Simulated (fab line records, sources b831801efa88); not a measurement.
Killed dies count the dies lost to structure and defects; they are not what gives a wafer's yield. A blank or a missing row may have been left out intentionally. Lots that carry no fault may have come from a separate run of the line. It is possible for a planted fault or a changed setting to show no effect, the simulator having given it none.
Struck lot and sound lot, side by side || flow sky130 || 16 steps out of a route of 708
Sound: these wafers, L602.1, L602.3, L602.6. Wafers struck: L606.1, L606.3, L606.4. Last of all comes the cause.
Per side, at each step with rows, come the tool, then ch with its chambers, and then its first start. Under that, the readings that differ: sound wafers || struck wafers || difference of the means || sigmas: that difference in standard deviations of wafers without a fault.
alike: readings with means less than 2 such deviations apart, plus words and numbers identical on both sides. not compared: withheld readings, readings lacking a value on some wafer, bounds such as >300 that could conceal the same value, and numbers that have no deviation in the record and whose values overlap.
The two part at a step that has a row with sigmas, a row that says differs or no value, or rows on one side only. When numbers do not overlap yet have no deviation, they are printed without sigmas and do not part them. Lack of a reading on every wafer of one side parts them only where that side has two or more wafers.

SKY_VT_ADJUST_LVTN_OVL_MEAS_07:
  sound: overlay-02 at day 10 12:07; struck: overlay-02 at day 11 11:11
  alike: VT_ADJUST_LVTN_OVL
then, 1 step without rows for these wafers: SKY_VT_ADJUST_LVTN_IMPLANT_08.
SKY_VT_ADJUST_LVTN_STRIP_09: strips in O2/N2.
  sound on plasma_asher-02 ch 0,1, day 10 12:19; struck on plasma_asher-04 ch 0,1, day 11 11:22
  alike: drypump_motor_current_A, oes_product_au, strip_time_to_endpoint_s
  not compared: rf_hours_counter_h
SKY_VT_ADJUST_LVTN_TW_MEAS_10:
  sound: film_metro-01 at day 10 12:25; struck: film_metro-03 at day 11 11:28
  alike: VT_ADJUST_LVTN_TW
then, 7 steps without rows for these wafers: SKY_VT_ADJUST_LVTN_DEHYDRATE_11 (time 60 s); SKY_VT_ADJUST_LVTN_HMDS_12 (prime time 60 s); SKY_VT_ADJUST_LVTN_COAT_13 (resist thk 1140 nm); SKY_VT_ADJUST_LVTN_SOFTBAKE_14 (time 60 s); SKY_VT_ADJUST_LVTN_EXPOSE_15 (exposes mask HVN STD DERIVED, target cd 600 nm); SKY_VT_ADJUST_LVTN_PEB_16; SKY_VT_ADJUST_LVTN_DEVELOP_17 (develop time 60 s).
SKY_VT_ADJUST_LVTN_OVL_MEAS_18:
  sound: overlay-01 at day 11 11:22; struck: overlay-01 at day 12 11:01
  alike: VT_ADJUST_LVTN_01_OVL
SKY_VT_ADJUST_LVTN_IMPLANT_19:
  sound on implanter-04 ch 0, day 11 11:25; struck on implanter-04 ch 0, day 12 11:04
{"reading": "beam_energy_keV", "sound": "29.990 29.990 29.981", "struck": "30.018 30.005 30.010", "difference": "+0.024", "sigmas": "+2"}
{"reading": "dose_ions_cm2", "sound": "6.498e+11 6.512e+11 6.501e+11", "struck": "6.59e+10 6.53e+10 6.56e+10", "difference": -5.85e+11, "sigmas": "-99 or more"}
{"reading": "faraday_current_uA", "sound": "3.67 3.60 3.66", "struck": "0.37 0.37 0.36", "difference": -3.28, "sigmas": -46}
  alike: end_station_pressure_torr
SKY_VT_ADJUST_LVTN_STRIP_20: strips in O2/N2.
  sound on plasma_asher-03 ch 0,1, day 11 11:34; struck on plasma_asher-03 ch 0,1, day 12 11:13
  alike: drypump_motor_current_A, oes_product_au, strip_time_to_endpoint_s
  not compared: rf_hours_counter_h
SKY_VT_ADJUST_LVTN_TW_MEAS_21:
  sound: film_metro-04 at day 11 11:40; struck: film_metro-03 at day 12 11:32
{"reading": "VT_ADJUST_LVTN_2_TW", "sound": "189.1 189.6 188.9", "struck": "104.5 104.4 103.0", "difference": -85.2, "sigmas": -53}
  not compared: hold
then, 1 step without rows for these wafers: SKY_PAD_OPEN_PROBE_99.

== WHERE THEY PART ==
Earliest at SKY_VT_ADJUST_LVTN_IMPLANT_19; latest, in this record, at SKY_VT_ADJUST_LVTN_TW_MEAS_21.

WHY: whatever the simulator had introduced
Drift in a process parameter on implanter-04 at SKY_VT_ADJUST_LVTN_IMPLANT_19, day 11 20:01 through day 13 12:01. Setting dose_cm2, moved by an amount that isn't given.
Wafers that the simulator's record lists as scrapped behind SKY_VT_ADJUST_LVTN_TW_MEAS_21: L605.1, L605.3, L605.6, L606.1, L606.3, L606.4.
